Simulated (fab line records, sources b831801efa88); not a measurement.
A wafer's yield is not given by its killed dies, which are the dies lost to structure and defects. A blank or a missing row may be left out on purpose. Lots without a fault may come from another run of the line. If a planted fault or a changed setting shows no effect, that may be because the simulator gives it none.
A lot that was struck, set against a sound lot    flow sky130    21 steps out of a route of 708
Sound: wafers L812.1, L812.3, L812.6. Wafers struck: L819.3, L819.4, L819.5. The cause is named last.
For every step that has rows: the tool of each side, followed by ch and its chambers, followed by its first start. Under that, the readings that differ: sound wafers    struck wafers    difference of the means    sigmas: that difference in standard deviations of wafers without a fault.
alike: readings whose means differ by less than 2 such deviations, and words and numbers that are the same on both sides. not compared: withheld readings, readings that some wafer has no value for, bounds like >300 that may hide the same value, and numbers for which the record gives no deviation and whose values overlap.
The two part at a step that has a row with sigmas, a row that says differs or no value, or rows on one side only. Numbers that have no deviation but don't overlap get no sigmas and don't part them. A reading missing from all wafers of one side parts the sides only when that side holds two or more wafers.

SKY_METAL5_DESCUM_14: chemistry O2, time 11 s.
  sound on rieMetal-04 ch 0,1, day 43 18:07; struck on rieMetal-02 ch 1, day 46 06:16
  alike: drypumpMotorCurrentA, oesProductAu
  not compared: rfHoursCounterH
SKY_METAL5_METAL_ETCH_15: etches the open film in Cl2/BCl3, stops on SiO2, target depth 1260 nm, time 252 s.
  sound on rieMetal-04 ch 0,1, day 43 18:08; struck on rieMetal-02 ch 1, day 46 06:28
  alike: drypumpMotorCurrentA, oesProductAu, throttleValvePct
  not compared: rfHoursCounterH
SKY_METAL5_STRIP_16: strips in O2/N2.
  sound on plasmaAsher-02 ch 0,1, day 43 18:23; struck on plasmaAsher-02 ch 0,1, day 46 06:49
  alike: drypumpMotorCurrentA, oesProductAu, stripTimeToEndpointS
  not compared: rfHoursCounterH
then, 3 steps without rows for these wafers: SKY_METAL5_STRIP_17 (strips in post etch residue remover, time 1200 s); SKY_METAL5_CLEAN_18 (cleans in IPA, time 180 s); SKY_METAL5_CLEAN_19 (cleans in O3/DIW).
SKY_PASSIVATION_CVD_00: deposits SiO2, target thk 90 nm.
  sound on pecvd-03 ch 1,2, day 43 19:01; struck on pecvd-02 ch 0,1, day 46 07:22
  alike: heaterPowerW
SKY_PASSIVATION_THK_MEAS_01:
  sound: filmMetro-01 at day 43 19:02; struck: filmMetro-01 at day 46 07:25
  alike: PASSIVATION_CVD_00_THK
SKY_PASSIVATION_CVD_02: deposits Si3N4, target thk 540 nm.
  sound on pecvd-01 ch 0,1,2, day 43 19:06; struck on pecvd-02 ch 0,2, day 46 07:28
  alike: heaterPowerW
SKY_PASSIVATION_THK_MEAS_03:
  sound: filmMetro-04 at day 43 19:20; struck: filmMetro-01 at day 46 07:42
  alike: PASSIVATION_CVD_02_THK
then, 2 steps without rows for these wafers: SKY_PASSIVATION_DEHYDRATE_04 (time 60 s); SKY_PASSIVATION_HMDS_05 (prime time 60 s).
SKY_PASSIVATION_COAT_06: resist thk 3000 nm.
  sound on lithoTrack-04 ch 0, day 44 06:32; struck on lithoTrack-04 ch 0, day 46 17:29
reading                                       sound                 struck                difference  sigmas
spinSpeedRpm (rpm)                            1998.7 1999.1 1999.5  2122.6 2122.4 2121.4  +123.0      +88
model.coat_of_PASSIVATION_COAT_06.thkNm (nm)  2995 2991 3004        2897 2899 2890        -101        
  alike: dispensePressureKPa
then, 4 steps without rows for these wafers: SKY_PASSIVATION_SOFTBAKE_07; SKY_PASSIVATION_EXPOSE_08 (exposes mask NSM, target cd 3000 nm); SKY_PASSIVATION_PEB_09; SKY_PASSIVATION_DEVELOP_10 (develop time 60 s).
SKY_PASSIVATION_ETCH_11: etches the open film in CF4/O2, stops on AlCu, target depth 725 nm, time 161.1 s.
  sound on rieDiel-04 ch 0,3, day 44 16:59; struck on rieDiel-04 ch 0,1,3, day 47 03:17
reading                                       sound           struck          difference  sigmas
model.coat_of_PASSIVATION_COAT_06.thkNm (nm)  2496 2495 2505  2400 2400 2398  -99         
  alike: drypumpMotorCurrentA, oesProductAu, throttleValvePct
  not compared: rfHoursCounterH
SKY_PASSIVATION_STRIP_12: strips in O2/N2.
  sound on plasmaAsher-01 ch 0,1, day 44 17:06; struck on plasmaAsher-02 ch 0,1, day 47 03:25
reading                   sound              struck             difference  sigmas
stripTimeToEndpointS (s)  31.28 31.25 31.40  30.18 30.16 30.14  -1.15       -7
  alike: drypumpMotorCurrentA, oesProductAu
  not compared: rfHoursCounterH
then, 1 step without rows for these wafers: SKY_PAD_OPEN_DEHYDRATE_00 (time 60 s).
SKY_PAD_OPEN_PROBE_99:
  sound: prober-01 at day 45 16:46; struck: prober-01 at day 48 01:26
  alike: defectLimitedYield, killed_at_M0_to_M3, killed_at_M4_up, killedAtContacts, killedAtFrontEnd, killedAtOther, killedDies, killedOpen, killedShort, sort_bin_3_pad_short, sort_bin_5_function, sort_bin_6_memory, sortNPass, sortYieldPct

## WHERE THEY PART
At SKY_PASSIVATION_COAT_06 first; at SKY_PASSIVATION_STRIP_12 last (within this record only). Later steps at which nothing parts them and some readings are alike: SKY_PAD_OPEN_PROBE_99.

WHY: whatever the simulator had introduced
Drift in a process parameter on lithoTrack-04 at SKY_PASSIVATION_COAT_06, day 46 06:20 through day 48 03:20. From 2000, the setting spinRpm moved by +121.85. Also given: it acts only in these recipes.
